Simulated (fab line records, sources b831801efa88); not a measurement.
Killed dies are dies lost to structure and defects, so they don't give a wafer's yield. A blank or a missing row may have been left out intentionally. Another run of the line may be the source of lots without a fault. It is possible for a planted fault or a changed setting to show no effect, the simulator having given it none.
Which tool did it? | flow gf180mcu | 36 wafers from 13 lots sampled at 6 of the route's 602 steps

== WHAT THE GAUGES READ, wafer by wafer ==
GF_SAB_CD_MEAS_09: the cd target is 420 nm. Usual: cd-nm 419.9 nm, standard deviation 2.4.
lot  | measured     | on        | cd-nm (nm)        | flag
L150 | day 14 21:04 | cd-sem-01 | 420.0 419.6 420.3 |
L152 | day 15 13:02 | cd-sem-01 | 425.9 426.2 423.6 |
L154 | day 16 06:07 | cd-sem-02 | 420.1 421.4       |
L155 | day 16 12:32 | cd-sem-02 | 420.2 420.6 421.7 |
L156 | day 17 01:31 | cd-sem-02 | 419.7 418.7 416.6 |
L157 | day 18 01:22 | cd-sem-02 | 418.4 418.2 418.5 |
L159 | day 18 15:16 | cd-sem-02 | 422.3 418.5 420.8 |
L161 | day 20 01:19 | cd-sem-01 | 421.7 422.0       |
L162 | day 20 13:50 | cd-sem-01 | 418.0 418.6 420.8 |
L163 | day 20 13:55 | cd-sem-02 | 422.9 419.9 420.0 |
L170 | day 22 03:40 | cd-sem-01 | 419.3 418.9 418.8 |
L172 | day 22 18:53 | cd-sem-01 | 417.6 417.1       |
L173 | day 23 03:54 | cd-sem-02 | 419.1 417.8 417.8 |

GF_SAB_OVL_MEAS_10. Usual: for SAB_OVL the level is 0.5 nm and the standard deviation is 1.3.
lot  | measured     | on         | SAB_OVL (nm)   | flag
L150 | day 14 21:09 | overlay-02 | 0.2 1.5 2.1    |
L152 | day 15 13:08 | overlay-01 | 0.5 2.2 2.7    |
L154 | day 16 06:10 | overlay-01 | -0.4 -0.2      |
L155 | day 16 12:38 | overlay-01 | 1.1 0.1 0.2    |
L156 | day 17 01:38 | overlay-01 | 1.8 -1.7 0.2   |
L157 | day 18 01:29 | overlay-01 | -1.2 -1.8 -1.5 |
L159 | day 18 15:23 | overlay-01 | -1.6 -1.2 -0.8 |
L161 | day 20 01:24 | overlay-01 | 0.1 0.3        |
L162 | day 20 13:56 | overlay-02 | -0.9 0.1 0.1   |
L163 | day 20 14:02 | overlay-01 | 3.3 1.8 0.4    |
L170 | day 22 03:47 | overlay-02 | -2.0 -0.8 -0.9 |
L172 | day 22 18:59 | overlay-01 | 1.1 -0.6       |
L173 | day 23 03:59 | overlay-01 | 3.6 2.3 1.4    |

GF_CONTACT_RS_MEAS_25: measurement is done with a four-point probe. Usual: for CONTACT_W_RS the level is 0.383 ohm/sq and the standard deviation is 0.0049.
lot  | measured     | on            | CONTACT_W_RS (ohm/sq) | flag
L150 | day 15 21:26 | film-metro-01 | 0.382 0.386 0.378     |
L152 | day 16 13:16 | film-metro-03 | 0.379 0.381 0.380     |
L154 | day 17 06:17 | film-metro-03 | 0.386 0.383           |
L155 | day 17 13:22 | film-metro-03 | 0.388 0.389 0.384     |
L156 | day 18 04:14 | film-metro-03 | 0.389 0.393 0.394     |
L157 | day 19 03:26 | film-metro-01 | 0.391 0.389 0.391     |
L159 | day 19 18:17 | film-metro-03 | 0.381 0.379 0.376     |
L161 | day 21 03:49 | film-metro-04 | 0.380 0.379           |
L162 | day 21 16:37 | film-metro-01 | 0.384 0.388 0.385     |
L163 | day 21 16:47 | film-metro-04 | 0.377 0.377 0.379     |
L170 | day 23 05:34 | film-metro-03 | 0.386 0.412 0.381     |
L172 | day 23 20:29 | film-metro-03 | 0.384 0.382           |
L173 | day 24 04:58 | film-metro-04 | 0.388 0.382 0.377     |

GF_CONTACT_THK_MEAS_26: measures by xrf. Usual: for CONTACT_W_THK the level is 297 nm and the standard deviation is 4.
lot  | measured     | on            | CONTACT_W_THK (nm) | flag
L150 | day 15 21:32 | film-metro-01 | 303 299 305        |
L152 | day 16 13:22 | film-metro-03 | 302 297 299        |
L154 | day 17 06:22 | film-metro-03 | 293 296            |
L155 | day 17 13:28 | film-metro-03 | 292 290 297        |
L156 | day 18 04:21 | film-metro-03 | 295 293 292        |
L157 | day 19 03:34 | film-metro-01 | 294 296 292        |
L159 | day 19 18:25 | film-metro-03 | 298 300 302        |
L161 | day 21 03:54 | film-metro-04 | 298 298            |
L162 | day 21 16:43 | film-metro-01 | 304 299 303        |
L163 | day 21 16:55 | film-metro-04 | 298 300 297        |
L170 | day 23 05:41 | film-metro-03 | 294 274 298        |
L172 | day 23 20:35 | film-metro-03 | 294 295            |
L173 | day 24 05:04 | film-metro-04 | 294 298 301        |

== WHAT TOOL EACH LOT RAN ON (gives the tool, then ch and the chambers of the sampled wafers, and finally the start) ==
lot  | GF_SAB_ETCH_11                     | GF_CONTACT_CVD_24
L150 | rie-diel-04 ch 0,1, day 14 21:10   | cvd-w-02 ch 0,1, day 15 21:19
L152 | rie-diel-02 ch 0,2,3, day 15 13:10 | cvd-w-01 ch 0,1, day 16 13:08
L154 | rie-diel-02 ch 2,3, day 16 06:11   | cvd-w-01 ch 0,1, day 17 06:11
L155 | rie-diel-04 ch 0,1,3, day 16 12:40 | cvd-w-01 ch 0,1, day 17 13:14
L156 | rie-diel-03 ch 1,2,3, day 17 01:40 | cvd-w-01 ch 0,1, day 18 04:08
L157 | rie-diel-03 ch 0,3, day 18 01:31   | cvd-w-01 ch 0,1, day 19 03:20
L159 | rie-diel-04 ch 1,3, day 18 15:25   | cvd-w-02 ch 0,1, day 19 18:11
L161 | rie-diel-04 ch 0,1, day 20 01:25   | cvd-w-02 ch 0, day 21 03:39
L162 | rie-diel-02 ch 1,2,3, day 20 13:58 | cvd-w-01 ch 0,1, day 21 16:29
L163 | rie-diel-03 ch 0,2,3, day 20 14:04 | cvd-w-02 ch 0, day 21 16:35
L170 | rie-diel-03 ch 0,1,2, day 22 03:49 | cvd-w-01 ch 0,1, day 23 05:28
L172 | rie-diel-03 ch 1,2, day 22 19:01   | cvd-w-02 ch 0,1, day 23 20:22
L173 | rie-diel-02 ch 0,2, day 23 04:01   | cvd-w-02 ch 0,1, day 24 04:52
- GF_SAB_ETCH_11: etches SiO2 in C4F8/O2/Ar, target depth 55 nm, time 8.5 s.
- GF_CONTACT_CVD_24: deposits W, target thk 300 nm, time 90.339 s.

== AS READ BY THE TOOLS THEMSELVES (means over the sampled wafers that have a number; for cases with no such wafer, the mark the record gives instead) ==
GF_SAB_ETCH_11. Usual: oes-product-au 1.005 a.u., standard deviation 0.011.
lot  | tool        | oes-product-au (a.u.) | flag
L150 | rie-diel-04 | 1.013                 |
L152 | rie-diel-02 | 1.001                 |
L154 | rie-diel-02 | 1.000                 |
L155 | rie-diel-04 | 1.000                 |
L156 | rie-diel-03 | 1.006                 |
L157 | rie-diel-03 | 1.004                 |
L159 | rie-diel-04 | 1.007                 |
L161 | rie-diel-04 | 1.016                 |
L162 | rie-diel-02 | 1.000                 |
L163 | rie-diel-03 | 0.995                 |
L170 | rie-diel-03 | 0.999                 |
L172 | rie-diel-03 | 0.997                 |
L173 | rie-diel-02 | 1.009                 |

GF_CONTACT_CVD_24. Usual: heater-power-w 922 W, standard deviation 41.
lot  | tool     | heater-power-w (W) | flag
L150 | cvd-w-02 | 1015               |
L152 | cvd-w-01 | 885                |
L154 | cvd-w-01 | 900                |
L155 | cvd-w-01 | 894                |
L156 | cvd-w-01 | 895                |
L157 | cvd-w-01 | 878                |
L159 | cvd-w-02 | 967                |
L161 | cvd-w-02 | 972                |
L162 | cvd-w-01 | 920                |
L163 | cvd-w-02 | 961                |
L170 | cvd-w-01 | 910                |
L172 | cvd-w-02 | 961                |
L173 | cvd-w-02 | 955                |

== THE ANSWER, worked out from the rows above alone ==
Rule: a lot is off if the mean of its wafers that have a number lies more than 3 standard deviations from the usual mean. A lot without any number at a reading at which 4 lots or more have one is off too. The other lots that the step has rows for count as sound. After the gauges, taken in route order, come the tools' own readings; for these a lot's mean is taken, as printed above. At the first step where some lot is off, the reading lying furthest off is the one used; lots without a number count as furthest.
No lot is off at any reading shown: from this, nothing can be told.

== WHAT WAS PUT IN BY THE SIMULATOR ==
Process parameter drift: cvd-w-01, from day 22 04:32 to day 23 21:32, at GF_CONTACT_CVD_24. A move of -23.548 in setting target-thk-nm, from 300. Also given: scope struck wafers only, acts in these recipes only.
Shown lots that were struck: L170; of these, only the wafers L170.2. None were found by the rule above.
